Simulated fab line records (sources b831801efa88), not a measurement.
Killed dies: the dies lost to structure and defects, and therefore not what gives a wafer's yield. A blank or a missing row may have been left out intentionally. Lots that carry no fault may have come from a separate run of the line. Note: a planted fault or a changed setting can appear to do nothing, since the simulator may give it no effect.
Struck lot and sound lot, side by side | flow sky130 | 15 out of 708 route steps
Sound: wafers L885.2, L885.3, L885.5. Wafers L870.1, L870.2, L870.3 were the ones struck. At the end, the cause is stated.
For every step that has rows: the tool of each side, followed by ch and its chambers, followed by its first start. Under that, the readings that differ: sound wafers | struck wafers | difference of the means | sigmas: that difference in standard deviations of wafers without a fault.
alike: readings whose means differ by less than 2 such deviations, and words and numbers that are the same on both sides. not compared: withheld readings, readings that some wafer has no value for, bounds like >300 that may hide the same value, and numbers for which the record gives no deviation and whose values overlap.
A row with sigmas, a row that says differs or no value, or rows on one side alone: a step with any of these is where the two part. When numbers do not overlap yet have no deviation, they are printed without sigmas and do not part them. A reading missing from all wafers of one side parts the sides only when that side holds two or more wafers.

SKY_VIA4_CMP_02: polishes SiO2.
  sound on cmp-01 ch 1,2,3, day 46 22:55; struck on cmp-02 ch 0,1,3, day 43 07:23
  alike: motor current A
SKY_VIA4_BOW_MEAS_03:
  sound on film metro-04, day 46 23:11; struck on film metro-01, day 43 07:41
  alike: VIA4_BOW
then, 7 steps without rows for these wafers: SKY_VIA4_DEHYDRATE_04 (time 60 s); SKY_VIA4_HMDS_05 (prime time 60 s); SKY_VIA4_COAT_06 (resist thk 1140 nm); SKY_VIA4_SOFTBAKE_07 (time 60 s); SKY_VIA4_EXPOSE_08 (exposes mask VIM4, target cd 800 nm); SKY_VIA4_PEB_09; SKY_VIA4_DEVELOP_10 (develop time 60 s).
SKY_VIA4_OVL_MEAS_11:
  sound on overlay-01, day 47 18:08; struck on overlay-02, day 44 06:55
  alike: VIA4_OVL
SKY_VIA4_ETCH_12: etches SiO2 in C4F8/O2/Ar, stops on TiN, target depth 580 nm.
  sound on rie diel-02 ch 1,2,3, day 47 18:10; struck on rie diel-02 ch 1,2,3, day 44 06:56
  alike: oes product au
SKY_VIA4_STRIP_13: strips in O2/N2.
  sound on plasma asher-03 ch 0,1, day 47 18:14; struck on plasma asher-03 ch 0,1, day 44 07:01
  alike: chamber pressure mTorr, drypump motor current A, oes product au, strip time to endpoint s
  not compared: rf hours counter h
SKY_VIA4_STRIP_14: strips in post etch residue remover, time 1200 s.
  sound on wet bench-04 ch 0, day 47 18:20; struck on wet bench-03 ch 0, day 44 07:07
  no value came back on the struck wafers for bath guard temp C (C), bath heat duty pct (%); on the sound wafers bath guard temp C (C) reads 71.6 71.6 71.5
then, 1 step without rows for these wafers: SKY_VIA4_CLEAN_15 (cleans in IPA, time 180 s).
-- the record jumps here: 3 days lie between the struck wafers' starts before and after (it left off in module VIA4 and takes up again in module PAD_OPEN, whose first step shown is number 708 of the route) --
SKY_PAD_OPEN_PROBE_99:
  sound on prober-01, day 50 05:28; struck on prober-02, day 47 03:11
  reading                       | sound                | struck               | difference | sigmas
  model.etest.via4 chain.rc ohm | 0.7816 0.8191 0.8147 | 0.9725 0.9728 0.9281 | +0.1527    |
  alike: defect limited yield, killed_at_M0_to_M3, killed_at_M4_up, killed at contacts, killed at front end, killed at other, killed dies, killed open, killed short, sort_bin_3_pad_short, sort_bin_5_function, sort_bin_6_memory, sort n pass, sort yield pct

WHERE THEY PART
Only at SKY_VIA4_STRIP_14, within this record. Later steps at which nothing parts them and some readings are alike: SKY_PAD_OPEN_PROBE_99.

WHY: the cause the simulator had injected
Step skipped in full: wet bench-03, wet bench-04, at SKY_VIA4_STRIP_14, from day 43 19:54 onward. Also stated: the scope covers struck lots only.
